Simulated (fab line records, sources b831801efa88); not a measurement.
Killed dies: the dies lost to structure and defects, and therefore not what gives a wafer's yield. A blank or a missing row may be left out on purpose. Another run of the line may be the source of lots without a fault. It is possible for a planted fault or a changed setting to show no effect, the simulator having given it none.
Matching of chambers    flow sky130    SKY_LI_CONTACT_CMP_02 on cmp-01 has 4 sister chambers
The step polishes PSG. 8 wafers are shown with their chamber, then 12 later ones without.

== WAFERS PAIRED WITH THEIR CHAMBERS ==
wafer   chamber  motor_current_A (A)  slurry_filter_dp_kPa (kPa)
L089.3  2        12.6                 13.54
L089.5  1        11.8                 13.52
L089.6  0        12.9                 13.55
L090.5  3        10.5                 13.59
L090.6  0        12.4                 13.33
L092.1  3        10.1                 13.60
L092.3  2        12.3                 13.47
L092.4  1        11.6                 13.51

== WAFERS WHOSE CHAMBER IS MISSING ==
wafer   motor_current_A (A)  slurry_filter_dp_kPa (kPa)
L093.3  13.4                 13.31
L093.4  10.4                 13.15
L093.6  13.5                 13.52
L094.3  12.6                 13.47
L094.4  10.8                 13.41
L094.6  10.0                 13.63
L095.1  12.1                 13.27
L095.5  11.1                 13.53
L095.6  12.9                 13.44
L096.1  11.5                 13.28
L096.2  9.7                  13.68
L096.5  11.3                 13.53

== CHAMBER TAKEN BY EACH ==
wafer   from the rows above           in truth
L093.3  can't be placed: 0 or 2       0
L093.4  can't be placed: 3 or 1       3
L093.6  can't be placed: 0 or 2       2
L094.3  can't be placed: 0 or 2       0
L094.4  can't be placed: 3 or 1       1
L094.6  3                             3
L095.1  can't be placed: 0 or 2 or 1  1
L095.5  can't be placed: 1 or 3       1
L095.6  can't be placed: 0 or 2       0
L096.1  can't be placed: 1 or 2 or 0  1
L096.2  3                             3
L096.5  1                             1
Placed correctly: 3 of 12. Unplaceable from these rows: 9, with the true chamber sitting among the candidates in 9. 0 placed wrongly.
How it was worked out, from the rows above alone: a wafer's distance from a chamber is the root of the sum, over the readings, of the square of ((its reading less the chamber's mean) divided by the reading's scatter). If the next closest chamber is less than 2 further off than the closest, the wafer can't be placed; otherwise it belongs to the closest. For every chamber, the mean is computed from those of its wafers that are shown. The scatter: the root of (the sum of the squares of (reading less its chamber's mean) over the shown wafers, divided by (wafers less chambers)).
